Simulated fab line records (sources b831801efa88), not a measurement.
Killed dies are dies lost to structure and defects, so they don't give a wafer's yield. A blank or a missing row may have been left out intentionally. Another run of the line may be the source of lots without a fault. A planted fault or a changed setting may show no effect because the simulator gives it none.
A struck lot beside a sound one || flow sky130 || 15 steps out of a route of 708
Sound: wafers L460.2, L460.3, L460.4. Struck: wafers L469.3, L469.6 (left out: L469.5, a lot-mate that was not struck); the cause follows at the end.
Order at every step that has rows: each side's tool, ch and its chambers, its first start. Under that, the readings that differ: sound wafers || struck wafers || difference of the means || sigmas: that difference in standard deviations of wafers without a fault.
alike: readings whose means differ by less than 2 such deviations, and words and numbers that are the same on both sides. not compared: withheld readings, readings that some wafer has no value for, bounds like >300 that may hide the same value, and numbers for which the record gives no deviation and whose values overlap.
Wherever a step has rows on one side only, a row that says differs or no value, or a row with sigmas, the two part there. When numbers do not overlap yet have no deviation, they are printed without sigmas and do not part them. A reading that every wafer of one side lacks parts them only if that side has two wafers or more.

SKY_METAL2_THK_MEAS_06: measures by xrf.
  struck on film metro-02, day 37 13:23; sound on film metro-04, day 34 17:11
  alike: METAL2_ALCU_THK
then, 8 steps without rows for these wafers: SKY_METAL2_DEHYDRATE_07 (time 60 s); SKY_METAL2_HMDS_08 (prime time 60 s); SKY_METAL2_COAT_09 (resist thk 60 nm); SKY_METAL2_COAT_10 (resist thk 450 nm); SKY_METAL2_SOFTBAKE_11 (time 85.92 s); SKY_METAL2_EXPOSE_12 (exposes mask MM2, target cd 140 nm); SKY_METAL2_PEB_13; SKY_METAL2_DEVELOP_14 (develop time 60 s).
SKY_METAL2_CD_MEAS_15: the cd target is 140 nm.
  struck on cd sem-01, day 38 14:14; sound on cd sem-02, day 35 19:31
  alike: cd nm
SKY_METAL2_OVL_MEAS_16:
  struck on overlay-01, day 38 14:20; sound on overlay-01, day 35 19:38
  alike: METAL2_OVL
SKY_METAL2_DESCUM_17: chemistry O2, time 8 s.
  sound on rie metal-04 ch 0,1, day 35 19:40; struck on rie metal-04 ch 1, day 38 14:22
{"reading": "he backside leak sccm (sccm)", "sound": "3.2 6.3 3.3", "struck": "3.5 3.5", "difference": -0.8, "sigmas": -2}
  alike: drypump motor current A, oes product au
  not compared: rf hours counter h
SKY_METAL2_ETCH_18: etches BARC in N2/H2, stops on SiO2, time 45.9 s, target depth 60 nm.
  sound on rie metal-04 ch 0,1, day 35 19:41; struck on rie metal-04 ch 1, day 38 14:25
{"reading": "bias w (W)", "sound": "100.3 100.1 100.1", "struck": "95.8 95.3", "difference": -4.6, "sigmas": -15}
  alike: drypump motor current A, he backside leak sccm, oes product au, throttle valve pct
  not compared: rf hours counter h
SKY_METAL2_METAL_ETCH_19: etches the open film in Cl2/BCl3, stops on SiO2, target depth 360 nm, time 78 s.
  sound on rie metal-04 ch 0,1, day 35 19:46; struck on rie metal-04 ch 1, day 38 14:29
  alike: bias w, drypump motor current A, he backside leak sccm, oes product au, throttle valve pct
  not compared: rf hours counter h
-- the record jumps here: 10 days lie between the struck wafers' starts before and after (it left off in module METAL2 and takes up again in module PAD_OPEN, whose first step shown is number 708 of the route) --
SKY_PAD_OPEN_PROBE_99:
  struck on prober-01, day 48 11:33; sound on prober-01, day 46 08:15
  alike: defect limited yield, killed_at_M0_to_M3, killed_at_M4_up, killed at contacts, killed at front end, killed at other, killed dies, killed open, killed short, sort_bin_3_pad_short, sort_bin_5_function, sort_bin_6_memory, sort n pass, sort yield pct

## WHERE THEY PART
First at SKY_METAL2_DESCUM_17; last, within this record, at SKY_METAL2_ETCH_18. Later steps at which nothing parts them and some readings are alike: SKY_METAL2_METAL_ETCH_19, SKY_PAD_OPEN_PROBE_99.

WHY: what the simulator had put in
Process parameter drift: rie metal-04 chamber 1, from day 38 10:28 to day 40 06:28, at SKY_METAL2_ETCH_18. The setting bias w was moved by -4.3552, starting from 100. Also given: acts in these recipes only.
